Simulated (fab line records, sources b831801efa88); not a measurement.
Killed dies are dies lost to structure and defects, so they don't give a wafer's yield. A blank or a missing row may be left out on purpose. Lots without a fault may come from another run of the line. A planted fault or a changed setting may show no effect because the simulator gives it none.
Which tool did it? | flow sky130 | 24 lots, 72 wafers sampled, at 5 steps of a route of 708

WHAT THE GAUGES READ, wafer by wafer
SKY_VIA1_OVL_MEAS_13.
lot  | measured     | on         | VIA1_OVL (nm)
L074 | day 33 18:29 | overlay-02 | 9 2 9
L075 | day 34 00:28 | overlay-02 | 5 -5 6
L076 | day 34 11:22 | overlay-01 | 3 -2 -1
L077 | day 35 00:09 | overlay-02 | 1 0 6
L078 | day 35 01:22 | overlay-01 | -3 -4 -4
L079 | day 35 14:46 | overlay-02 | 1 -6 3
L080 | day 36 02:31 | overlay-02 | 5 -2 6
L081 | day 36 06:00 | overlay-01 | -8 -3 6
L082 | day 36 12:52 | overlay-02 | 5 10 13
L083 | day 36 23:34 | overlay-02 | 12 1 7
L084 | day 37 04:56 | overlay-02 | 7 14 0
L085 | day 37 08:12 | overlay-02 | 2 0 -2
L086 | day 37 18:21 | overlay-01 | 0 -6 -1
L087 | day 38 04:31 | overlay-02 | 6 3 4
L088 | day 38 15:55 | overlay-02 | -2 -3 10
L089 | day 39 00:52 | overlay-02 | -7 -7 -11
L090 | day 39 09:28 | overlay-01 | 0 1 3
L091 | day 39 23:00 | overlay-02 | 1 0 0
L092 | day 40 00:30 | overlay-02 | 4 7 2
L093 | day 40 05:55 | overlay-02 | 8 12 13
L094 | day 40 08:07 | overlay-02 | 4 -4 -1
L095 | day 40 14:04 | overlay-02 | -1 -2 -2
L097 | day 40 21:37 | overlay-02 | 1 3 0
L096 | day 41 00:01 | overlay-02 | -1 -4 0

SKY_CAPM_RS_MEAS_03: measures by four-point-probe.
lot  | measured     | on            | CAPM_TIN_RS (ohm/sq)
L074 | day 36 04:31 | film_metro-03 | 6.75 6.90 6.84
L075 | day 36 10:08 | film_metro-02 | 6.99 7.08 7.01
L076 | day 36 20:20 | film_metro-03 | 6.92 7.10 7.02
L077 | day 37 09:17 | film_metro-02 | 6.98 6.89 6.97
L078 | day 37 10:07 | film_metro-03 | 6.90 6.93 6.86
L079 | day 37 22:58 | film_metro-03 | 6.98 6.94 6.96
L080 | day 38 10:44 | film_metro-03 | 6.93 6.89 6.86
L081 | day 38 13:41 | film_metro-02 | 6.98 6.94 6.96
L082 | day 38 20:49 | film_metro-04 | 7.00 6.89 6.89
L083 | day 39 06:13 | film_metro-03 | 6.94 6.92 6.92
L084 | day 39 12:42 | film_metro-04 | 6.93 6.97 6.95
L085 | day 39 15:57 | film_metro-03 | 6.88 6.89 6.95
L086 | day 40 01:48 | film_metro-04 | 7.03 6.97 6.99
L087 | day 40 10:43 | film_metro-03 | 7.07 6.98 7.03
L088 | day 40 22:59 | film_metro-02 | 7.03 6.93 7.03
L089 | day 41 07:01 | film_metro-02 | 6.96 6.90 6.95
L090 | day 41 15:05 | film_metro-03 | 7.13 7.01 7.09
L091 | day 42 04:16 | film_metro-02 | 6.88 6.93 6.90
L092 | day 42 05:20 | film_metro-02 | 6.81 6.85 6.84
L093 | day 42 11:28 | film_metro-04 | 6.95 6.90 6.79
L094 | day 42 12:24 | film_metro-02 | 6.89 6.92 6.89
L095 | day 42 18:11 | film_metro-02 | 7.05 7.16 7.03
L097 | day 43 01:38 | film_metro-02 | 6.87 6.88 6.91
L096 | day 43 04:28 | film_metro-02 | 6.94 6.98 7.05

SKY_CAP2M_THK_MEAS_04: measures by xrf.
lot  | measured     | on            | CAP2M_TIN_THK (nm)
L074 | day 39 13:10 | film_metro-01 | 202.2 206.1 203.0
L075 | day 39 19:40 | film_metro-01 | 203.6 201.4 202.1
L076 | day 40 04:39 | film_metro-02 | 205.8 204.9 204.5
L077 | day 40 15:35 | film_metro-01 | 206.5 208.2 209.1
L078 | day 40 16:46 | film_metro-04 | 202.7 205.6 204.7
L079 | day 41 05:20 | film_metro-02 | 201.2 203.4 201.9
L080 | day 41 16:28 | film_metro-04 | 203.2 202.4 200.9
L081 | day 41 19:04 | film_metro-02 | 206.9 208.0 207.6
L082 | day 42 02:30 | film_metro-02 | 202.4 203.4 204.1
L083 | day 42 11:06 | film_metro-01 | 200.7 203.1 203.4
L084 | day 42 17:21 | film_metro-04 | 202.6 200.7 200.7
L085 | day 42 19:38 | film_metro-02 | 201.3 200.2 202.5
L086 | day 43 04:53 | film_metro-01 | 202.3 202.4 202.9
L087 | day 43 14:17 | film_metro-04 | 203.7 205.8 204.0
L088 | day 44 00:43 | film_metro-04 | 202.2 200.0 200.3
L089 | day 44 08:19 | film_metro-01 | 206.3 206.7 207.1
L090 | day 44 14:58 | film_metro-02 | 201.3 202.2 200.3
L091 | day 45 04:10 | film_metro-02 | 201.0 199.1 199.7
L092 | day 45 05:29 | film_metro-01 | 204.2 202.6 205.7
L093 | day 45 10:49 | film_metro-01 | 205.8 206.8 202.8
L094 | day 45 11:24 | film_metro-02 | 199.3 198.2 199.0
L095 | day 45 17:40 | film_metro-04 | 201.2 202.2 203.8
L097 | day 45 22:57 | film_metro-04 | 201.8 202.6 201.2
L096 | day 46 01:28 | film_metro-02 | 204.4 200.5 198.6

WHICH TOOL RAN EACH LOT (tool, then ch and the chambers of the sampled wafers, then the start)
lot  | SKY_VIA2_CMP_24               | SKY_VIA3_STRIP_16
L074 | cmp-01 ch 0,2,3, day 36 03:52 | plasma_asher-01 ch 0,1, day 39 11:24
L075 | cmp-02 ch 0,2, day 36 09:28   | plasma_asher-03 ch 0,1, day 39 17:53
L076 | cmp-02 ch 1,3, day 36 19:40   | plasma_asher-03 ch 0,1, day 40 02:42
L077 | cmp-02 ch 1,2,3, day 37 08:40 | plasma_asher-03 ch 0,1, day 40 13:51
L078 | cmp-02 ch 0,3, day 37 09:27   | plasma_asher-03 ch 0,1, day 40 15:02
L079 | cmp-01 ch 2,3, day 37 22:17   | plasma_asher-03 ch 0, day 41 03:35
L080 | cmp-02 ch 0,2,3, day 38 10:10 | plasma_asher-03 ch 0,1, day 41 14:44
L081 | cmp-02 ch 1,3, day 38 13:04   | plasma_asher-03 ch 1, day 41 17:20
L082 | cmp-01 ch 0,2,3, day 38 20:08 | plasma_asher-01 ch 0,1, day 42 00:47
L083 | cmp-01 ch 0,2, day 39 05:34   | plasma_asher-01 ch 0,1, day 42 09:23
L084 | cmp-02 ch 0,1,2, day 39 12:04 | plasma_asher-02 ch 0,1, day 42 15:38
L085 | cmp-02 ch 0,1,3, day 39 15:17 | plasma_asher-01 ch 0,1, day 42 17:39
L086 | cmp-01 ch 2,3, day 40 01:11   | plasma_asher-02 ch 0,1, day 43 03:02
L087 | cmp-02 ch 1,2,3, day 40 10:08 | plasma_asher-03 ch 0,1, day 43 12:35
L088 | cmp-02 ch 0,2,3, day 40 22:21 | plasma_asher-03 ch 0,1, day 43 23:00
L089 | cmp-02 ch 0,2,3, day 41 06:23 | plasma_asher-02 ch 0,1, day 44 06:36
L090 | cmp-02 ch 0,2,3, day 41 14:33 | plasma_asher-02 ch 0,1, day 44 13:14
L091 | cmp-01 ch 1,2, day 42 03:36   | plasma_asher-01 ch 0,1, day 45 02:20
L092 | cmp-01 ch 2,3, day 42 04:40   | plasma_asher-03 ch 0,1, day 45 03:20
L093 | cmp-02 ch 0,1,2, day 42 10:53 | plasma_asher-02 ch 0,1, day 45 09:02
L094 | cmp-02 ch 1,2, day 42 11:42   | plasma_asher-02 ch 0,1, day 45 09:29
L095 | cmp-01 ch 0,2, day 42 17:34   | plasma_asher-03 ch 0,1, day 45 15:29
L097 | cmp-01 ch 1,2,3, day 43 01:06 | plasma_asher-03 ch 0,1, day 45 21:08
L096 | cmp-02 ch 1,2,3, day 43 03:55 | plasma_asher-02 ch 0,1, day 45 23:17
- SKY_VIA2_CMP_24: polishes, stops on SiO2, t overpolish 20 s, target thk 0 nm.
- SKY_VIA3_STRIP_16: strips in O2/N2.

WHAT THE TOOLS THEMSELVES READ (means of the sampled wafers that have a number; where no wafer has one, the mark that the record gives instead)
SKY_VIA2_CMP_24.
lot  | tool   | motor_current_A (A) | overpolish_run_s (s) | slurry_flow_ml_min | time_to_endpoint_s (s)
L074 | cmp-01 | 11.8                | 19.992               | 150.4              | 100
L075 | cmp-02 | 10.6                | 20.009               | 149.6              | 105
L076 | cmp-02 | 11.0                | 20.000               | 150.6              | 101
L077 | cmp-02 | 10.7                | 20.007               | 150.5              | 104
L078 | cmp-02 | 10.5                | 20.002               | 150.2              | 104
L079 | cmp-01 | 12.3                | 19.998               | 149.6              | 100
L080 | cmp-02 | 10.7                | 20.001               | 149.8              | 101
L081 | cmp-02 | 11.3                | 19.997               | 149.7              | 103
L082 | cmp-01 | 11.1                | 19.999               | 150.0              | 100
L083 | cmp-01 | 10.7                | 19.997               | 150.4              | 103
L084 | cmp-02 | 11.0                | 20.008               | 149.6              | 101
L085 | cmp-02 | 10.8                | 20.000               | 150.4              | 99
L086 | cmp-01 | 11.8                | 19.997               | 150.0              | 96
L087 | cmp-02 | 10.7                | 19.994               | 150.1              | 106
L088 | cmp-02 | 10.7                | 20.002               | 150.1              | 108
L089 | cmp-02 | 10.8                | 19.997               | 150.3              | 104
L090 | cmp-02 | 10.2                | 20.002               | 149.4              | 105
L091 | cmp-01 | 10.5                | 20.005               | 149.7              | 93
L092 | cmp-01 | 12.2                | 19.992               | 150.2              | 97
L093 | cmp-02 | 11.1                | 19.991               | 149.8              | 109
L094 | cmp-02 | 11.2                | 20.000               | 150.0              | 108
L095 | cmp-01 | 10.9                | 20.002               | 149.9              | 105
L097 | cmp-01 | 11.5                | 20.007               | 150.7              | 98
L096 | cmp-02 | 10.5                | 19.998               | 149.9              | 107

SKY_VIA3_STRIP_16.
lot  | tool            | drypump_motor_current_A (A) | oes_product_au (a.u.) | strip_time_to_endpoint_s (s)
L074 | plasma_asher-01 | 5.9                         | 0.401                 | 4.10
L075 | plasma_asher-03 | 5.8                         | 0.399                 | 4.12
L076 | plasma_asher-03 | 5.6                         | 0.405                 | 4.13
L077 | plasma_asher-03 | 5.6                         | 0.401                 | 4.14
L078 | plasma_asher-03 | 5.6                         | 0.404                 | 4.11
L079 | plasma_asher-03 | 6.0                         | 0.399                 | 4.13
L080 | plasma_asher-03 | 5.8                         | 0.405                 | 4.11
L081 | plasma_asher-03 | 5.4                         | 0.401                 | 4.14
L082 | plasma_asher-01 | 5.9                         | 0.402                 | 4.09
L083 | plasma_asher-01 | 5.9                         | 0.405                 | 4.16
L084 | plasma_asher-02 | 5.4                         | 0.403                 | 4.15
L085 | plasma_asher-01 | 5.9                         | 0.399                 | 4.11
L086 | plasma_asher-02 | 5.1                         | 0.399                 | 4.11
L087 | plasma_asher-03 | 5.6                         | 0.400                 | 4.14
L088 | plasma_asher-03 | 5.6                         | 0.405                 | 4.12
L089 | plasma_asher-02 | 5.5                         | 0.400                 | 4.10
L090 | plasma_asher-02 | 5.1                         | 0.398                 | 4.11
L091 | plasma_asher-01 | 5.8                         | 0.402                 | 4.12
L092 | plasma_asher-03 | 5.6                         | 0.399                 | 4.12
L093 | plasma_asher-02 | 5.4                         | 0.399                 | 4.10
L094 | plasma_asher-02 | 5.1                         | 0.408                 | 4.09
L095 | plasma_asher-03 | 5.8                         | 0.407                 | 4.12
L097 | plasma_asher-03 | 5.6                         | 0.404                 | 4.15
L096 | plasma_asher-02 | 5.1                         | 0.402                 | 4.12

THE ANSWER, worked out from the rows above alone
Rule: what is usual is taken from the lots themselves. Put in order of their means at a reading, lots are off if they are a third of the lots or fewer, leave a main group of 4 or more, and stand apart from it by a gap of 3 or more times the standard deviation of the main group's means; of several such gaps the widest counts. A main group whose means are all the same, to the digits that the tables above print for the reading, isn't used. A lot without any number at a reading at which 4 lots or more have one is off too. The other lots that the step has rows for count as sound. The gauges are gone through in route order, then the tools' own readings, and for those a lot's mean is taken as printed above. The first step at which some lot is off is used, and at that step the reading that is off furthest; a lot without a number counts as furthest.
No lot is off at any reading shown: from this, nothing can be told.

WHAT THE SIMULATOR HAD PUT IN
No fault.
